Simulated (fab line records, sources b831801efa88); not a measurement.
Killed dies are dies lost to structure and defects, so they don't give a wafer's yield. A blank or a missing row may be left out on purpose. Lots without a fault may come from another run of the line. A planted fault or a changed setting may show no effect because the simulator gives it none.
fab line records | flow sky130
record lots=5 wafers=15 last_day=49
route steps=708 shown METAL5@671 PASSIVATION@681 PAD_OPEN@694
lots that met no fault: from a run of the same line without faults
start_h: hours from the record's first day to the start of the lot's first wafer shown | wait_h: hours since the lot's step before | " the same as in the row above | L1.1+2: a row that stands for several wafers | - no value, or no start given | * or withheld: withheld | < > ~ a bound
route shown NAME@n: a module of which the file shows steps, and the number in the route of the first | usual: mean/standard deviation of fault-free wafers | same: alike in all rows | chamber/n: place in a boat | sites: the reading at each site | _std_site: their standard deviation | _edge_site: outer sites' mean less inner sites' | radius_mm: how far each site lies from the wafer's centre | mask NAME#n: copy n | behind: the tool/chamber that last shaped the wafer | hold: why the lot was held/for how many hours/how that ended | device: the transistor (n, p or np) that didn't switch | end of line: the same wafers' tests at the end of the route | a step without rows: its recipe alone | killed: dies lost to structure and defects at the first sort, not the wafer's yield | map: a wafer's dies, x killed, . not, _ none there
set.NAME: the setting as run; set.NAME@STEP: as run at that earlier step | model.NAME: the simulator's own value behind a step, which no gauge read
lots at some steps of the route; a table a step, a row a wafer
services: from which hour (start_h, from the record's first day; less than 0 if before it) a tool's chamber was out of use, for how many hours, and why
## steps
# step SKY_METAL5_SOFTBAKE_10
# recipe temp_c=90 time_s=60 resist=NOVOLAK
# columns lot.wafer tool chamber start_h wait_h
L080.2+4+6 litho_track-04 0 1053.68 0.1
L081.1+4+5 litho_track-01 0 1063.18 0.1
L083.2+3+5 litho_track-01 0 1074.00 0.1
L085.3+4+5 litho_track-04 0 1090.85 0.1
L090.2+3+4 litho_track-03 0 1118.09 0.1
# step SKY_METAL5_EXPOSE_11
# recipe mask_id=MM5 na=0.6 source_shape=conventional sigma_outer=0.6 polarization=unpolarized target_cd_nm=1600 dose_mj=190
# usual stage_vel_mm_s=500.04/0.26
# columns lot.wafer tool chamber start_h wait_h mask stage_vel_mm_s
L080.2 iline_stepper-02 0 - - MM5#0 500.39
L080.4 " 0 " " MM5#0 500.21
L080.6 " 0 " " MM5#0 500.54
L081.1 iline_stepper-02 0 - - MM5#0 500.00
L081.4 " 0 " " MM5#0 499.86
L081.5 " 0 " " MM5#0 500.04
L083.2 iline_stepper-02 0 - - MM5#0 500.08
L083.3 " 0 " " MM5#0 500.24
L083.5 " 0 " " MM5#0 500.36
L085.3 iline_stepper-02 0 - - MM5#0 500.58
L085.4 " 0 " " MM5#0 499.85
L085.5 " 0 " " MM5#0 500.39
L090.2 iline_stepper-01 0 - - MM5#0 499.88
L090.3 " 0 " " MM5#0 499.99
L090.4 " 0 " " MM5#0 500.22
# step SKY_METAL5_PEB_12
# recipe temp_c=withheld time_s=* resist=NOVOLAK
# columns lot.wafer tool chamber start_h wait_h
L080.2+4+6 litho_track-04 0 - -
L081.1+4+5 litho_track-04 0 - -
L083.2+3+5 litho_track-03 0 - -
L085.3+4+5 litho_track-03 0 - -
L090.2+3+4 litho_track-03 0 - -
# step SKY_METAL5_DEVELOP_13
# recipe resist=NOVOLAK developer=TMAH develop_time_s=60 dev_temp_c=23
# columns lot.wafer tool chamber start_h wait_h
L080.2+4+6 litho_track-04 0 1063.43 0.1
L081.1+4+5 litho_track-04 0 1074.20 0.1
L083.2+3+5 litho_track-03 0 1083.94 0.1
L085.3+4+5 litho_track-03 0 1100.87 0.1
L090.2+3+4 litho_track-03 0 1127.24 0.1
# step SKY_METAL5_DESCUM_14
# recipe chemistry=O2 source_power_w=150 bias_power_w=0 pressure_mtorr=10 temp_c=40 time_s=11
# usual drypump_motor_current_A=5.9/0.39 oes_product_au=1.001/0.0076
# columns lot.wafer tool chamber start_h wait_h drypump_motor_current_A oes_product_au rf_hours_counter_h
L080.2 rie_metal-03 0 1063.55 0.1 6.4 0.990 5
L080.4 " 0 " " 6.5 0.977 -
L080.6 " 1 " " 5.8 0.997 -
L081.1 rie_metal-01 0 1074.35 0.1 5.7 1.007 1
L081.4 " 0 " " 5.7 0.997 -
L081.5 " 0 " " 5.7 1.007 -
L083.2 rie_metal-01 0 1084.07 0.1 5.7 1.001 2
L083.3 " 1 " " 5.5 1.007 -
L083.5 " 1 " " 5.4 1.012 -
L085.3 rie_metal-04 1 1100.98 0.1 6.5 1.006 -
L085.4 " 0 " " 5.5 1.016 -
L085.5 " 1 " " 6.5 1.001 -
L090.2 rie_metal-04 0 1127.37 0.1 5.5 0.997 19
L090.3 " 0 " " 5.5 1.009 -
L090.4 " 1 " " 6.4 1.007 -
# step SKY_METAL5_METAL_ETCH_15
# recipe target_depth_a=12600 stop_on=SiO2 over_etch_frac=0.2 time_s=252 chemistry=Cl2/BCl3 resist_sidewall_deg=86 pressure_mtorr=10 icp_w=900 bias_w=48.5 Cl2_flow_sccm=60 bcl3_flow_sccm=30
# usual drypump_motor_current_A=5.9/0.4 oes_product_au=0.899/0.0062 throttle_valve_pct=22.264/0.0087
# columns lot.wafer tool chamber start_h wait_h drypump_motor_current_A oes_product_au rf_hours_counter_h throttle_valve_pct
L080.2 rie_metal-03 0 1063.59 0.0 6.4 0.893 5 22.264
L080.4 " 0 " " 6.5 0.903 - 22.263
L080.6 " 1 " " 5.8 0.895 - 22.248
L081.1 rie_metal-01 0 1074.39 0.0 5.7 0.897 1 22.256
L081.4 " 0 " " 5.7 0.904 - 22.265
L081.5 " 0 " " 5.7 0.896 - 22.254
L083.2 rie_metal-01 0 1084.10 0.0 5.7 0.898 2 22.260
L083.3 " 1 " " 5.5 0.907 - 22.264
L083.5 " 1 " " 5.5 0.895 - 22.274
L085.3 rie_metal-04 1 1101.08 0.1 6.5 0.901 - 22.268
L085.4 " 0 " " 5.5 0.894 - 22.280
L085.5 " 1 " " 6.5 0.892 - 22.261
L090.2 rie_metal-04 0 1127.40 0.0 5.5 0.908 19 22.260
L090.3 " 0 " " 5.5 0.889 - 22.267
L090.4 " 1 " " 6.5 0.891 - 22.266
# step SKY_METAL5_STRIP_16
# recipe chemistry=O2/N2 power_w=1400 pressure_mtorr=1500 platen_temp_c=withheld o2_flow_sccm=3000 n2_flow_sccm=300 overash_fraction=0.5
# usual drypump_motor_current_A=5.8/0.36 oes_product_au=0.710/0.0046 strip_time_to_endpoint_s=13.08/0.1
# columns lot.wafer tool chamber start_h wait_h drypump_motor_current_A oes_product_au rf_hours_counter_h strip_time_to_endpoint_s
L080.2 plasma_asher-04 1 1063.82 0.2 6.2 0.709 33 13.23
L080.4 " 0 " " 5.7 0.718 - 13.19
L080.6 " 0 " " 5.7 0.710 - 13.08
L081.1 plasma_asher-01 1 1074.62 0.2 6.2 0.722 1 12.99
L081.4 " 0 " " 5.4 0.706 - 13.04
L081.5 " 0 " " 5.5 0.711 - 13.11
L083.2 plasma_asher-02 0 1084.34 0.2 5.3 0.704 63 13.10
L083.3 " 0 " " 5.3 0.708 - 13.14
L083.5 " 1 " " 5.4 0.714 - 13.08
L085.3 plasma_asher-01 0 1101.27 0.1 5.4 0.707 - 13.03
L085.4 " 1 " " 6.2 0.700 - 13.00
L085.5 " 1 " " 6.2 0.711 - 13.01
L090.2 plasma_asher-01 0 1127.64 0.2 5.4 0.709 6 12.92
L090.3 " 0 " " 5.5 0.702 - 13.00
L090.4 " 1 " " 6.2 0.710 - 12.94
# step SKY_METAL5_STRIP_17
# recipe chemistry=post_etch_residue_remover time_s=1200 temp_c=73.43
# columns lot.wafer tool chamber start_h wait_h
L080.2+4+6 wet_bench-04 2 1063.92 0.1
L081.1+4+5 wet_bench-01 1 1074.72 0.1
L083.2+3+5 wet_bench-01 2 1084.44 0.1
L085.3+4+5 wet_bench-01 0 1101.34 0.0
L090.2+3+4 wet_bench-04 2 1127.74 0.1
# step SKY_METAL5_CLEAN_18
# recipe chemistry=IPA time_s=180 temp_c=25
# columns lot.wafer tool chamber start_h wait_h
L080.2+4+6 wet_bench-03 0 1064.33 0.0
L081.1+4+5 wet_bench-04 0 1075.06 0.0
L083.2+3+5 wet_bench-03 1 1084.78 0.0
L085.3+4+5 wet_bench-03 1 1101.68 0.0
L090.2+3+4 wet_bench-01 0 1128.08 0.0
# step SKY_METAL5_CLEAN_19
# recipe chemistry=O3/DIW dry=n2_spin
# columns lot.wafer tool chamber start_h wait_h
L080.2+4+6 wet_bench-01 0 1064.39 0.0
L081.1+4+5 wet_bench-01 0 1075.13 0.0
L083.2+3+5 wet_bench-03 1 1084.84 0.0
L085.3+4+5 wet_bench-01 1 1101.74 0.0
L090.2+3+4 wet_bench-03 0 1128.14 0.0
# step SKY_PASSIVATION_CVD_00
# recipe material=SiO2 target_thk_nm=90 temp_c=400 time_s=withheld rf_w=600
# usual heater_power_w=667/100
# columns lot.wafer tool chamber start_h wait_h heater_power_w
L080.2 pecvd-04 2 1064.49 0.0 767
L080.4 " 1 " " 501
L080.6 " 0 " " 735
L081.1 pecvd-02 1 1075.22 0.0 609
L081.4 " 2 " " 575
L081.5 " 0 " " 639
L083.2 pecvd-02 0 1084.93 0.0 588
L083.3 " 2 " " 539
L083.5 " 0 " " 575
L085.3 pecvd-01 1 1101.83 0.0 628
L085.4 " 0 " " 647
L085.5 " 2 " " 726
L090.2 pecvd-02 1 1128.24 0.0 616
L090.3 " 0 " " 638
L090.4 " 0 " " 627
# step SKY_PASSIVATION_THK_MEAS_01
# recipe reads=SiO2_of_PASSIVATION_CVD_00
# usual PASSIVATION_CVD_00_THK=89.9/1.3
# columns lot.wafer tool chamber start_h wait_h PASSIVATION_CVD_00_THK[nm]
L080.2 film_metro-01 - 1064.52 - 90.9
L080.4 " - " " 92.3
L080.6 " - " " 93.5
L081.1 film_metro-03 - 1075.24 - 89.6
L081.4 " - " " 89.4
L081.5 " - " " 89.1
L083.2 film_metro-04 - 1084.96 - 89.0
L083.3 " - " " 88.3
L083.5 " - " " 90.2
L085.3 film_metro-03 - 1101.87 - 87.2
L085.4 " - " " 89.9
L085.5 " - " " 89.5
L090.2 film_metro-03 - 1128.27 - 88.8
L090.3 " - " " 89.5
L090.4 " - " " 90.3
# step SKY_PASSIVATION_CVD_02
# recipe material=Si3N4 target_thk_nm=540 temp_c=400 time_s=withheld rf_w=450
# usual heater_power_w=704/85
# columns lot.wafer tool chamber start_h wait_h heater_power_w
L080.2 pecvd-02 1 1064.57 0.0 698
L080.4 " 0 " " 586
L080.6 " 2 " " 602
L081.1 pecvd-04 2 1075.30 0.1 683
L081.4 " 2 " " 739
L081.5 " 0 " " 949
L083.2 pecvd-01 1 1085.01 0.0 685
L083.3 " 2 " " 785
L083.5 " 1 " " 692
L085.3 pecvd-02 2 1101.91 0.0 616
L085.4 " 1 " " 635
L085.5 " 0 " " 567
L090.2 pecvd-04 2 1128.32 0.0 741
L090.3 " 1 " " 531
L090.4 " 0 " " 931
# step SKY_PASSIVATION_THK_MEAS_03
# recipe reads=Si3N4_of_PASSIVATION_CVD_02
# usual PASSIVATION_CVD_02_THK=538/6.8
# columns lot.wafer tool chamber start_h wait_h PASSIVATION_CVD_02_THK[nm]
L080.2 film_metro-03 - 1064.81 - 539
L080.4 " - " " 547
L080.6 " - " " 543
L081.1 film_metro-01 - 1075.53 - 541
L081.4 " - " " 556
L081.5 " - " " 545
L083.2 film_metro-03 - 1085.24 - 524
L083.3 " - " " 528
L083.5 " - " " 532
L085.3 film_metro-03 - 1102.16 - 531
L085.4 " - " " 535
L085.5 " - " " 543
L090.2 film_metro-04 - 1128.56 - 543
L090.3 " - " " 537
L090.4 " - " " 539
# step SKY_PASSIVATION_DEHYDRATE_04
# recipe temp_c=200 time_s=60
# columns lot.wafer tool chamber start_h wait_h
L080.2+4+6 litho_track-03 0 1075.49 10.7
L081.1+4+5 litho_track-03 0 1084.72 9.2
L083.2+3+5 litho_track-03 0 1095.04 9.8
L085.3+4+5 litho_track-01 0 1111.53 9.4
L090.2+3+4 litho_track-02 0 1137.31 8.7
# step SKY_PASSIVATION_HMDS_05
# recipe prime_time_s=60 prime_temp_c=120
# columns lot.wafer tool chamber start_h wait_h
L080.2+4+6 litho_track-03 0 1075.64 0.1
L081.1+4+5 litho_track-03 0 1084.87 0.1
L083.2+3+5 litho_track-03 0 1095.19 0.1
L085.3+4+5 litho_track-01 0 1111.68 0.1
L090.2+3+4 litho_track-02 0 1137.46 0.1
# step SKY_PASSIVATION_COAT_06
# recipe spin_rpm=2000 resist_thk_nm=3000
# columns lot.wafer tool chamber start_h wait_h
L080.2+4+6 litho_track-03 0 1075.79 0.1
L081.1+4+5 litho_track-03 0 1085.02 0.1
L083.2+3+5 litho_track-03 0 1095.34 0.1
L085.3+4+5 litho_track-01 0 1111.83 0.1
L090.2+3+4 litho_track-02 0 1137.61 0.1
# step SKY_PASSIVATION_SOFTBAKE_07
# recipe temp_c=110 time_s=withheld
# columns lot.wafer tool chamber start_h wait_h
L080.2+4+6 litho_track-03 0 1075.95 0.1
L081.1+4+5 litho_track-03 0 1085.17 0.1
L083.2+3+5 litho_track-03 0 1095.50 0.1
L085.3+4+5 litho_track-01 0 1111.99 0.1
L090.2+3+4 litho_track-02 0 1137.77 0.1
# step SKY_PASSIVATION_EXPOSE_08
# recipe mask_id=NSM target_cd_nm=3000 na=0.57 dose_mj=260
# usual stage_vel_mm_s=499.98/0.23
# columns lot.wafer tool chamber start_h wait_h mask stage_vel_mm_s
L080.2 iline_stepper-02 0 - - NSM#0 499.95
L080.4 " 0 " " NSM#0 499.84
L080.6 " 0 " " NSM#0 499.95
L081.1 iline_stepper-01 0 - - NSM#0 500.19
L081.4 " 0 " " NSM#0 499.89
L081.5 " 0 " " NSM#0 499.87
L083.2 iline_stepper-01 0 - - NSM#0 500.11
L083.3 " 0 " " NSM#0 499.98
L083.5 " 0 " " NSM#0 500.13
L085.3 iline_stepper-01 0 - - NSM#0 500.00
L085.4 " 0 " " NSM#0 499.75
L085.5 " 0 " " NSM#0 499.98
L090.2 iline_stepper-02 0 - - NSM#0 499.51
L090.3 " 0 " " NSM#0 499.69
L090.4 " 0 " " NSM#0 499.88
# step SKY_PASSIVATION_PEB_09
# recipe temp_c=115 time_s=withheld
# columns lot.wafer tool chamber start_h wait_h
L080.2+4+6 litho_track-03 0 - -
L081.1+4+5 litho_track-03 0 - -
L083.2+3+5 litho_track-03 0 - -
L085.3+4+5 litho_track-03 0 - -
L090.2+3+4 litho_track-01 0 - -
# step SKY_PASSIVATION_DEVELOP_10
# recipe develop_time_s=60 dev_temp_c=23
# columns lot.wafer tool chamber start_h wait_h
L080.2+4+6 litho_track-03 0 - -
L081.1+4+5 litho_track-03 0 - -
L083.2+3+5 litho_track-03 0 - -
L085.3+4+5 litho_track-03 0 - -
L090.2+3+4 litho_track-01 0 - -
# step SKY_PASSIVATION_ETCH_11
# recipe chemistry=CF4/O2 target_depth_nm=725 stop_on=AlCu source_w=800 bias_w=150 pressure_mtorr=150 cf4_flow_sccm=80 O2_flow_sccm=10 time_s=161.1
# usual drypump_motor_current_A=5.7/0.42 oes_product_au=0.976/0.0074 throttle_valve_pct=5.965/0.01
# columns lot.wafer tool chamber start_h wait_h drypump_motor_current_A oes_product_au rf_hours_counter_h throttle_valve_pct
L080.2 rie_diel-02 3 1085.72 - 5.4 0.971 16 5.962
L080.4 " 0 " " 5.7 0.988 11 5.965
L080.6 " 1 " " 6.0 0.986 - 5.965
L081.1 rie_diel-02 3 1096.02 - 5.4 0.970 16 5.983
L081.4 " 1 " " 6.0 0.987 20 5.968
L081.5 " 1 " " 6.0 0.978 - 5.985
L083.2 rie_diel-01 1 1105.57 - 6.2 0.965 2 5.950
L083.3 " 2 " " 4.8 0.975 27 5.963
L083.5 " 0 " " 6.2 0.969 - 5.975
L085.3 rie_diel-02 0 1122.12 - 5.7 0.970 12 5.955
L085.4 " 3 " " 5.4 0.971 17 5.967
L085.5 " 2 " " 5.4 0.982 - 5.961
L090.2 rie_diel-04 2 1147.03 - 5.9 0.979 5 5.967
L090.3 " 0 " " 5.1 0.973 13 5.963
L090.4 " 1 " " 5.9 0.976 - 5.962
# step SKY_PASSIVATION_STRIP_12
# recipe chemistry=O2/N2 power_w=1400 pressure_mtorr=1500 platen_temp_c=withheld overash_fraction=0.7 o2_flow_sccm=3000 n2_flow_sccm=300
# usual drypump_motor_current_A=5.6/0.34 oes_product_au=0.661/0.0041 strip_time_to_endpoint_s=31.57/0.17
# columns lot.wafer tool chamber start_h wait_h drypump_motor_current_A oes_product_au rf_hours_counter_h strip_time_to_endpoint_s
L080.2 plasma_asher-02 1 1085.82 0.1 5.4 0.664 63 31.87
L080.4 " 1 " " 5.4 0.662 - 31.48
L080.6 " 0 " " 5.3 0.657 - 31.54
L081.1 plasma_asher-03 1 1096.12 0.1 5.3 0.656 91 31.73
L081.4 " 0 " " 5.9 0.666 - 31.56
L081.5 " 0 " " 5.9 0.651 - 31.46
L083.2 plasma_asher-02 1 1105.67 0.1 5.4 0.653 65 31.73
L083.3 " 1 " " 5.4 0.653 - 31.85
L083.5 " 0 " " 5.3 0.664 - 31.84
L085.3 plasma_asher-03 0 1122.26 0.1 5.9 0.661 - 31.35
L085.4 " 1 " " 5.3 0.655 - 31.74
L085.5 " 1 " " 5.3 0.664 - 31.70
L090.2 plasma_asher-01 0 1147.13 0.1 5.4 0.661 8 31.17
L090.3 " 0 " " 5.5 0.663 - 31.28
L090.4 " 1 " " 6.2 0.662 - 31.44
# step SKY_PAD_OPEN_DEHYDRATE_00
# recipe temp_c=200 time_s=60
# columns lot.wafer tool chamber start_h wait_h
L080.2+4+6 litho_track-04 0 1095.53 9.7
L081.1+4+5 litho_track-04 0 1105.55 9.4
L083.2+3+5 litho_track-02 0 1114.91 9.2
L085.3+4+5 litho_track-03 0 1131.27 9.0
L090.2+3+4 litho_track-02 0 1155.66 8.5
# step SKY_PAD_OPEN_HMDS_01
# recipe prime_time_s=60 prime_temp_c=120
# columns lot.wafer tool chamber start_h wait_h
L080.2+4+6 litho_track-04 0 1095.68 0.1
L081.1+4+5 litho_track-04 0 1105.70 0.1
L083.2+3+5 litho_track-02 0 1115.06 0.1
L085.3+4+5 litho_track-03 0 1131.42 0.1
L090.2+3+4 litho_track-02 0 1155.81 0.1
# step SKY_PAD_OPEN_COAT_02
# recipe spin_rpm=2000 resist_thk_nm=3000
# columns lot.wafer tool chamber start_h wait_h
L080.2+4+6 litho_track-04 0 1095.83 0.1
L081.1+4+5 litho_track-04 0 1105.85 0.1
L083.2+3+5 litho_track-02 0 1115.21 0.1
L085.3+4+5 litho_track-03 0 1131.57 0.1
L090.2+3+4 litho_track-02 0 1155.96 0.1
# step SKY_PAD_OPEN_SOFTBAKE_03
# recipe temp_c=110 time_s=withheld
# columns lot.wafer tool chamber start_h wait_h
L080.2+4+6 litho_track-04 0 1095.99 0.1
L081.1+4+5 litho_track-04 0 1106.00 0.1
L083.2+3+5 litho_track-02 0 1115.37 0.1
L085.3+4+5 litho_track-03 0 1131.73 0.1
L090.2+3+4 litho_track-02 0 1156.12 0.1
# step SKY_PAD_OPEN_EXPOSE_04
# recipe mask_id=PDM target_cd_nm=60000 na=0.57 dose_mj=260
# usual stage_vel_mm_s=499.96/0.27
# columns lot.wafer tool chamber start_h wait_h mask stage_vel_mm_s
L080.2 iline_stepper-02 0 - - PDM#0 499.48
L080.4 " 0 " " PDM#0 499.66
L080.6 " 0 " " PDM#0 499.81
L081.1 iline_stepper-02 0 - - PDM#0 500.38
L081.4 " 0 " " PDM#0 500.41
L081.5 " 0 " " PDM#0 500.50
L083.2 iline_stepper-02 0 - - PDM#0 499.97
L083.3 " 0 " " PDM#0 500.67
L083.5 " 0 " " PDM#0 500.08
L085.3 iline_stepper-02 0 - - PDM#0 500.11
L085.4 " 0 " " PDM#0 499.63
L085.5 " 0 " " PDM#0 500.02
L090.2 iline_stepper-01 0 - - PDM#0 500.08
L090.3 " 0 " " PDM#0 499.93
L090.4 " 0 " " PDM#0 500.04
# step SKY_PAD_OPEN_PEB_05
# recipe temp_c=115 time_s=withheld
# columns lot.wafer tool chamber start_h wait_h
L080.2+4+6 litho_track-02 0 - -
L081.1+4+5 litho_track-04 0 - -
L083.2+3+5 litho_track-02 0 - -
L085.3+4+5 litho_track-04 0 - -
L090.2+3+4 litho_track-04 0 - -
# step SKY_PAD_OPEN_DEVELOP_06
# recipe develop_time_s=60 dev_temp_c=23
# columns lot.wafer tool chamber start_h wait_h
L080.2+4+6 litho_track-02 0 - -
L081.1+4+5 litho_track-04 0 - -
L083.2+3+5 litho_track-02 0 - -
L085.3+4+5 litho_track-04 0 - -
L090.2+3+4 litho_track-04 0 - -
# step SKY_PAD_OPEN_ETCH_07
# recipe chemistry=CF4/O2 target_depth_nm=725 stop_on=AlCu source_w=800 bias_w=150 pressure_mtorr=150 cf4_flow_sccm=80 O2_flow_sccm=10 time_s=161.1
# usual drypump_motor_current_A=5.7/0.42 oes_product_au=0.976/0.0072 throttle_valve_pct=5.965/0.0087
# columns lot.wafer tool chamber start_h wait_h drypump_motor_current_A oes_product_au rf_hours_counter_h throttle_valve_pct
L080.2 rie_diel-03 0 1106.08 - 6.1 0.982 22 5.980
L080.4 " 3 " " 5.7 0.996 21 5.973
L080.6 " 1 " " 5.8 0.982 - 5.963
L081.1 rie_diel-01 3 1116.15 - 6.1 0.967 21 5.945
L081.4 " 2 " " 4.8 0.983 27 5.977
L081.5 " 2 " " 4.8 0.980 - 5.962
L083.2 rie_diel-03 1 1125.18 - 5.8 0.965 23 5.948
L083.3 " 3 " " 5.7 0.963 21 5.968
L083.5 " 3 " " 5.7 0.966 - 5.956
L085.3 rie_diel-03 0 1140.95 - 6.1 0.966 24 5.962
L085.4 " 3 " " 5.7 0.975 22 5.973
L085.5 " 1 " " 5.8 0.971 - 5.963
L090.2 rie_diel-01 2 1164.86 - 4.8 0.982 30 5.956
L090.3 " 1 " " 6.2 0.980 5 5.957
L090.4 " 2 " " 4.8 0.975 - 5.968
# step SKY_PAD_OPEN_STRIP_08
# recipe chemistry=O2/N2 power_w=1400 pressure_mtorr=1500 platen_temp_c=withheld overash_fraction=0.7 o2_flow_sccm=3000 n2_flow_sccm=300
# usual drypump_motor_current_A=5.6/0.31 oes_product_au=0.663/0.0044 strip_time_to_endpoint_s=37.06/0.094
# columns lot.wafer tool chamber start_h wait_h drypump_motor_current_A oes_product_au rf_hours_counter_h strip_time_to_endpoint_s
L080.2 plasma_asher-03 0 1106.19 0.1 5.9 0.668 93 37.06
L080.4 " 0 " " 5.9 0.665 - 37.04
L080.6 " 1 " " 5.3 0.660 - 37.03
L081.1 plasma_asher-03 1 1116.26 0.1 5.3 0.661 93 36.96
L081.4 " 1 " " 5.3 0.674 - 37.15
L081.5 " 0 " " 5.9 0.670 - 37.02
L083.2 plasma_asher-02 0 1125.29 0.1 5.3 0.668 67 36.95
L083.3 " 1 " " 5.4 0.663 - 37.05
L083.5 " 0 " " 5.3 0.659 - 36.91
L085.3 plasma_asher-03 1 1141.09 0.1 5.3 0.660 - 37.11
L085.4 " 0 " " 5.9 0.667 - 37.17
L085.5 " 0 " " 5.9 0.655 - 37.13
L090.2 plasma_asher-03 1 1164.96 0.1 5.3 0.661 98 37.24
L090.3 " 1 " " 5.3 0.662 - 37.27
L090.4 " 0 " " 5.9 0.663 - 37.19
# step SKY_PAD_OPEN_STRIP_09
# recipe chemistry=post_etch_residue_remover time_s=1200 temp_c=72.5
# columns lot.wafer tool chamber start_h wait_h
L080.2+4+6 wet_bench-03 2 1106.29 0.1
L081.1+4+5 wet_bench-01 2 1116.36 0.1
L083.2+3+5 wet_bench-01 2 1125.39 0.1
L085.3+4+5 wet_bench-01 1 1141.16 0.0
L090.2+3+4 wet_bench-01 0 1165.06 0.1
# step SKY_PAD_OPEN_CLEAN_10
# recipe chemistry=IPA time_s=180 temp_c=25
# columns lot.wafer tool chamber start_h wait_h
L080.2+4+6 wet_bench-01 0 1106.66 0.0
L081.1+4+5 wet_bench-02 0 1116.70 0.0
L083.2+3+5 wet_bench-03 3 1125.76 0.0
L085.3+4+5 wet_bench-02 0 1141.50 0.0
L090.2+3+4 wet_bench-03 0 1165.40 0.0
# step SKY_PAD_OPEN_CLEAN_11
# recipe chemistry=O3/DIW dry=n2_spin
# columns lot.wafer tool chamber start_h wait_h
L080.2+4+6 wet_bench-03 0 1106.72 0.0
L081.1+4+5 wet_bench-01 2 1116.76 0.0
L083.2+3+5 wet_bench-02 2 1125.83 0.0
L085.3+4+5 wet_bench-03 2 1141.62 0.0
L090.2+3+4 wet_bench-02 1 1165.46 0.0
# step SKY_PAD_OPEN_ANNEAL_12
# recipe temp_c=398.7 time_s=withheld ambient=N2/H2 idle_temp_c=300 ramp_up_c_per_min=8 ramp_down_c_per_min=4
# usual spike_tc_upper_C=398.5/1.3 zone_power_top_pct=11.2/0.74
# columns lot.wafer tool chamber start_h wait_h spike_tc_upper_C zone_power_top_pct
L080.2 furnace-01 0 1106.82 0.0 397.7 11.9
L080.4 " 0 " " 396.7 11.7
L080.6 " 0 " " 398.3 11.8
L081.1 furnace-02 0 1116.85 0.0 399.6 10.4
L081.4 " 0 " " 400.6 10.3
L081.5 " 0 " " 399.5 10.5
L083.2 furnace-02 0 1125.92 0.0 399.2 10.4
L083.3 " 0 " " 399.3 10.2
L083.5 " 0 " " 398.9 10.1
L085.3 furnace-02 0 1141.71 0.0 398.7 10.3
L085.4 " 0 " " 400.2 10.4
L085.5 " 0 " " 399.1 10.2
L090.2 furnace-02 0 1165.55 0.0 398.7 10.4
L090.3 " 0 " " 399.1 10.5
L090.4 " 0 " " 399.5 10.4
# step SKY_PAD_OPEN_BOW_MEAS_13
# recipe mode=bow
# usual PAD_OPEN_BOW=46/9.7
# columns lot.wafer tool chamber start_h wait_h PAD_OPEN_BOW[um]
L080.2 film_metro-01 - 1108.34 - 54
L080.4 " - " " 68
L080.6 " - " " 70
L081.1 film_metro-01 - 1118.35 - 35
L081.4 " - " " 39
L081.5 " - " " 29
L083.2 film_metro-02 - 1127.44 - 42
L083.3 " - " " 46
L083.5 " - " " 44
L085.3 film_metro-02 - 1143.25 - 41
L085.4 " - " " 45
L085.5 " - " " 45
L090.2 film_metro-04 - 1167.07 - 29
L090.3 " - " " 32
L090.4 " - " " 56
## services
# columns tool chamber start_h hours kind
furnace-02 - 1031.01 4.4 repair
rie_metal-01 - 1034.88 1.8 repair
wet_bench-03 - 1041.73 1.9 pm
plasma_asher-01 - 1055.25 9.0 pm
iline_stepper-01 - 1058.50 4.1 repair
wet_bench-03 - 1068.84 1.1 repair
plasma_asher-02 - 1070.13 3.1 repair
rie_diel-02 3 1078.38 1.7 repair
rie_diel-02 3 1086.09 7.0 repair
furnace-02 - 1093.38 1.9 pm
pecvd-01 0 1096.63 1.9 repair
rie_diel-03 - 1099.51 0.1 repair
furnace-02 - 1106.10 3.3 pm
pecvd-04 - 1106.74 5.5 pm
rie_diel-03 1 1118.97 1.8 repair
rie_diel-02 3 1124.42 8.6 repair
plasma_asher-02 - 1129.59 1.6 repair
iline_stepper-01 - 1131.67 0.6 repair
wet_bench-01 - 1134.27 1.0 repair
rie_diel-01 1 1139.25 6.5 repair
rie_diel-02 2 1145.59 9.7 repair
rie_diel-01 3 1151.76 14.0 repair
rie_diel-03 - 1154.76 14.6 pm
plasma_asher-02 - 1159.54 14.6 pm
## key
fault none
